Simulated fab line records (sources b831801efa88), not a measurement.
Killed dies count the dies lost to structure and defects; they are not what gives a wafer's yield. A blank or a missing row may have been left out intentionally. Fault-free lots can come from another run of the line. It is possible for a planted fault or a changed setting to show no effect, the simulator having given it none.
The tool behind it: which one? -- flow gf180mcu -- 36 wafers from 12 lots sampled at 6 of the route's 602 steps

## WHAT EACH GAUGE READ, for each wafer
GF_VT_IMPLANT_TW_MEAS_21. Usual: VT_IMPLANT_2_TW typically reads 1215, with standard deviation 11.
lot,measured,on,VT_IMPLANT_2_TW,flag
L896,day 6 05:00,film-metro-04,1205 1202 1192,
L897,day 6 15:00,film-metro-01,1206 1213 1211,
L899,day 6 23:54,film-metro-03,1235 1226 1222,
L906,day 8 19:18,film-metro-03,1233 1233 1227,
L907,day 9 00:20,film-metro-01,1206 1208 1206,
L912,day 10 09:40,film-metro-01,1207 1224 1218,
L913,day 10 15:34,film-metro-04,1199 1214 1214,
L914,day 10 21:08,film-metro-03,1220 1227 1226,
L915,day 11 03:41,film-metro-04,1200 1201 1201,
L916,day 11 09:15,film-metro-03,1220 1226 1218,
L917,day 11 14:44,film-metro-01,1210 1210 1206,
L919,day 12 11:30,film-metro-03,1218 1220 1223,

GF_VT_IMPLANT_TW_MEAS_43. Usual: VT_IMPLANT_4_TW typically reads 685, with standard deviation 4.3.
lot,measured,on,VT_IMPLANT_4_TW,flag
L896,day 7 10:39,film-metro-01,687 684 684,
L897,day 7 20:56,film-metro-01,686 681 683,
L899,day 8 06:41,film-metro-01,686 685 685,
L906,day 10 05:08,film-metro-04,684 686 687,
L907,day 10 11:26,film-metro-01,686 687 687,
L912,day 11 21:55,film-metro-01,682 683 679,
L913,day 12 03:07,film-metro-03,694 694 693,
L914,day 12 10:12,film-metro-01,686 686 682,
L915,day 12 16:54,film-metro-03,691 689 693,
L916,day 12 21:24,film-metro-03,690 692 691,
L917,day 13 05:02,film-metro-04,682 682 685,
L919,day 14 04:24,film-metro-04,681 679 684,

GF_POLY_GATE_THK_MEAS_01. Usual: POLY_GATE_CVD_00_THK typically reads 200.2 nm, with standard deviation 2.
lot,measured,on,POLY_GATE_CVD_00_THK (nm),flag
L896,day 8 14:20,film-metro-01,198.0 198.5 197.3,
L897,day 8 18:32,film-metro-01,196.5 196.8 198.4,
L899,day 9 05:21,film-metro-03,199.7 199.6 199.0,
L906,day 11 05:55,film-metro-03,165.8 166.3 168.1 165.8 166.1 168.0,OFF
L907,day 11 14:54,film-metro-03,164.9 164.9 163.8 164.8 164.9 163.6,OFF
L912,day 13 02:25,film-metro-03,202.8 201.0 201.3,
L913,day 13 06:11,film-metro-03,200.1 202.5 202.8,
L914,day 13 11:56,film-metro-03,202.3 200.3 202.1,
L915,day 13 17:52,film-metro-02,199.6 199.0 198.3,
L916,day 13 22:53,film-metro-03,200.5 200.3 201.1,
L917,day 14 07:25,film-metro-02,201.9 203.2 202.7,
L919,day 15 06:49,film-metro-02,201.0 199.1 202.4,

GF_SALICIDE_RS_MEAS_04: uses a four-point probe to measure. Usual: SALICIDE_TIN_RS typically reads 16.36 ohm/sq, with standard deviation 0.24.
lot,measured,on,SALICIDE_TIN_RS (ohm/sq),flag
L896,day 15 03:23,film-metro-02,16.83 16.91 17.01,
L897,day 15 07:34,film-metro-03,16.21 16.18 16.19,
L899,day 16 00:36,film-metro-02,16.35 16.55 16.38,
L906,day 18 15:19,film-metro-01,16.67 16.46 16.84,
L907,day 19 00:16,film-metro-03,16.32 16.58 16.49,
L912,day 20 20:32,film-metro-01,16.30 16.39 16.29,
L913,day 20 23:58,film-metro-03,15.98 16.32 16.05,
L914,day 21 09:22,film-metro-03,16.28 16.25 16.13,
L915,day 21 14:44,film-metro-03,16.77 16.78 16.68,
L916,day 21 21:02,film-metro-02,16.81 16.86 16.74,
L917,day 22 06:20,film-metro-02,16.24 16.42 16.68,
L919,day 23 09:05,film-metro-02,16.36 16.23 16.41,

## WHICH TOOL RAN EACH LOT (tool, then ch and the chambers of the sampled wafers, then the start)
lot,GF_POLY_GATE_CVD_00,GF_POLY_GATE_ETCH_13
L896,"lpcvd-02 ch 0, day 8 12:59","rie-si-02 ch 0,1,3, day 9 07:01"
L897,"lpcvd-02 ch 0, day 8 17:13","rie-si-02 ch 2,3, day 9 11:16"
L899,"lpcvd-02 ch 0, day 9 04:01","rie-si-02 ch 0,3, day 9 22:37"
L906,"lpcvd-02 ch 1, day 11 04:34","rie-si-01 ch 0,1,3, day 12 00:28"
L907,"lpcvd-02 ch 1, day 11 13:34","rie-si-01 ch 0,2, day 12 09:10"
L912,"lpcvd-01 ch 1, day 13 01:04","rie-si-02 ch 0,3, day 13 23:10"
L913,"lpcvd-01 ch 0, day 13 04:50","rie-si-02 ch 0,2,3, day 14 02:31"
L914,"lpcvd-01 ch 0, day 13 10:37","rie-si-02 ch 1,3, day 14 09:13"
L915,"lpcvd-01 ch 0, day 13 16:31","rie-si-02 ch 1,2, day 14 14:49"
L916,"lpcvd-01 ch 0, day 13 21:32","rie-si-02 ch 2,3, day 14 19:58"
L917,"lpcvd-01 ch 0, day 14 06:04","rie-si-01 ch 0,1,3, day 15 05:10"
L919,"lpcvd-01 ch 1, day 15 05:29","rie-si-01 ch 0,2, day 16 04:04"
- GF_POLY_GATE_CVD_00: deposits poly-Si, target thk 200 nm, time 1200 s.
- GF_POLY_GATE_ETCH_13: etches poly-Si in HBr/Cl2, stops on SiO2, target depth 198.5 nm, time 72.55 s.

## WHAT THE TOOLS THEMSELVES READ (means of the sampled wafers that have a number; where no wafer has one, the mark that the record gives instead)
GF_POLY_GATE_CVD_00. Usual: 8.5 % for zone-power-lower-pct, sd 0.97.
lot,tool,zone-power-lower-pct (%),flag
L896,lpcvd-02,8.8,
L897,lpcvd-02,8.7,
L899,lpcvd-02,8.7,
L906,lpcvd-02,10.2,
L907,lpcvd-02,10.3,
L912,lpcvd-01,9.2,
L913,lpcvd-01,7.5,
L914,lpcvd-01,7.4,
L915,lpcvd-01,7.5,
L916,lpcvd-01,7.4,
L917,lpcvd-01,7.4,
L919,lpcvd-01,9.1,

GF_POLY_GATE_ETCH_13. Usual: drypump-motor-current-A 5.9 A, standard deviation 0.43; mfc-cl2-sccm 50.00 sccm, standard deviation 0.15; oes-product-au 0.984 a.u., standard deviation 0.007; throttle-valve-pct 33.686 %, standard deviation 0.0099.
lot,tool,drypump-motor-current-A (A),mfc-cl2-sccm (sccm),oes-product-au (a.u.),throttle-valve-pct (%),flag
L896,rie-si-02,6.0,49.93,0.976,33.685,
L897,rie-si-02,6.2,49.99,0.976,33.681,
L899,rie-si-02,6.1,50.08,0.981,33.685,
L906,rie-si-01,5.5,49.97,0.870,33.696,OFF
L907,rie-si-01,5.7,49.92,0.866,33.684,OFF
L912,rie-si-02,6.0,49.84,0.990,33.681,
L913,rie-si-02,6.1,50.08,0.993,33.683,
L914,rie-si-02,6.1,50.05,0.985,33.673,
L915,rie-si-02,6.1,49.93,0.984,33.683,
L916,rie-si-02,6.2,50.07,0.990,33.687,
L917,rie-si-01,5.5,50.10,0.983,33.690,
L919,rie-si-01,5.5,49.91,0.986,33.699,

## THE ANSWER, worked out from the rows above alone
Rule: a lot counts as off when the mean over its wafers that have a number is more than 3 standard deviations away from the usual mean. A lot without any number at a reading at which 4 lots or more have one is off too. The other lots that the step has rows for count as sound. Order of review: gauges by route order, followed by the tools' own readings, for which a lot's mean as printed above is used. The first step at which some lot is off is used, and at that step the reading that is off furthest; a lot without a number counts as furthest.
Off: L906, L907, seen at GF_POLY_GATE_THK_MEAS_01 (POLY_GATE_CVD_00_THK).
A tool fits if, at a process step before that reading, it ran every lot that is off, and no sound lot after the first of them. The gauges at GF_POLY_GATE_THK_MEAS_01 aren't tried: what is off there is off at GF_POLY_GATE_ETCH_13 too, on other tools, and a gauge's error can't cause that. One fits: lpcvd-02 at GF_POLY_GATE_CVD_00. A fault onset in the window from L899 (day 9 04:01, its last sound lot) to L906 (day 11 04:34, its first lot off) fits.

## WHAT THE SIMULATOR HAD PUT IN
Site profile drift: lpcvd-02, from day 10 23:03 on, at GF_POLY_GATE_CVD_00. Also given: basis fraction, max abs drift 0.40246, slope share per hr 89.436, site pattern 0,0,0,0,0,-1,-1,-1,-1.
Struck lots among those shown: L906, L907. The same result came from the rule above.
